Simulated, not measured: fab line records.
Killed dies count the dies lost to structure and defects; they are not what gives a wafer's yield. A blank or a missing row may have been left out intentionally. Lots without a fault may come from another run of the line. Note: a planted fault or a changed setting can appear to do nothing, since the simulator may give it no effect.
Which of the tools did it? | flow sky130 | Sampling: 6 lots, 18 wafers, 2 of 708 route steps

== WHAT EACH GAUGE READ, for each wafer ==
SKY_SD_N_RS_MEAS_16: uses a four-point probe to measure.
lot  | measured     | on           | SD_N_RS (ohm/sq)
L851 | day 29 15:11 | filmMetro-01 | 68.68 68.61 68.50
L854 | day 30 09:53 | filmMetro-02 | 68.60 68.57 68.64
L860 | day 31 19:42 | filmMetro-03 | 70.70 70.77 70.59
L863 | day 32 21:49 | filmMetro-02 | 68.60 68.68 68.41
L869 | day 34 10:38 | filmMetro-02 | 68.58 68.36 68.58
L873 | day 35 04:13 | filmMetro-03 | 68.53 68.54 68.48

== EACH LOT AND THE TOOL THAT RAN IT (in order: tool; ch and the chambers of the sampled wafers; start) ==
lot  | SKY_SD_N_RTA_14
L851 | rtpAnneal-01 ch 0, day 29 14:59
L854 | rtpAnneal-02 ch 0, day 30 09:41
L860 | rtpAnneal-02 ch 0, day 31 19:32
L863 | rtpAnneal-01 ch 0, day 32 21:36
L869 | rtpAnneal-01 ch 0, day 34 10:27
L873 | rtpAnneal-01 ch 0, day 35 04:02
- SKY_SD_N_RTA_14: time 2 s.

== THE ANSWER, worked out from the rows above alone ==
Rule: the usual values come from the lots themselves. The widest of any qualifying gaps counts: lots, ordered by their means at a reading, are off when they make up no more than a third of the lots, leave a main group of 4 or more, and stand apart from it by 3 or more times the standard deviation of that group's means. Not used: any main group whose means are identical at the precision the tables above print for the reading. Also off: a lot with no number at a reading for which 4 or more lots have one. All remaining lots with rows at the step are treated as sound.
Off: at SKY_SD_N_RS_MEAS_16 (SD_N_RS), L860. For the main group the mean is 68.56 ohm/sq and the standard deviation 0.04.
If a tool, at a process step before that reading, ran all the lots that are off and no sound lot after the first of them, it fits. Gauges at SKY_SD_N_RS_MEAS_16: tried the same way as those tools. One candidate fits, namely rtpAnneal-02 at SKY_SD_N_RTA_14. A fault onset in the window from L854 (day 30 09:41, its last sound lot) to L860 (day 31 19:32, its first lot off) fits.

== WHAT THE SIMULATOR PUT IN ==
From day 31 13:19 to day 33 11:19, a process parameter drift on rtpAnneal-02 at SKY_SD_N_RTA_14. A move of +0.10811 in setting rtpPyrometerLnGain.
Struck lots among those shown: L860. The rule given above showed the same thing.
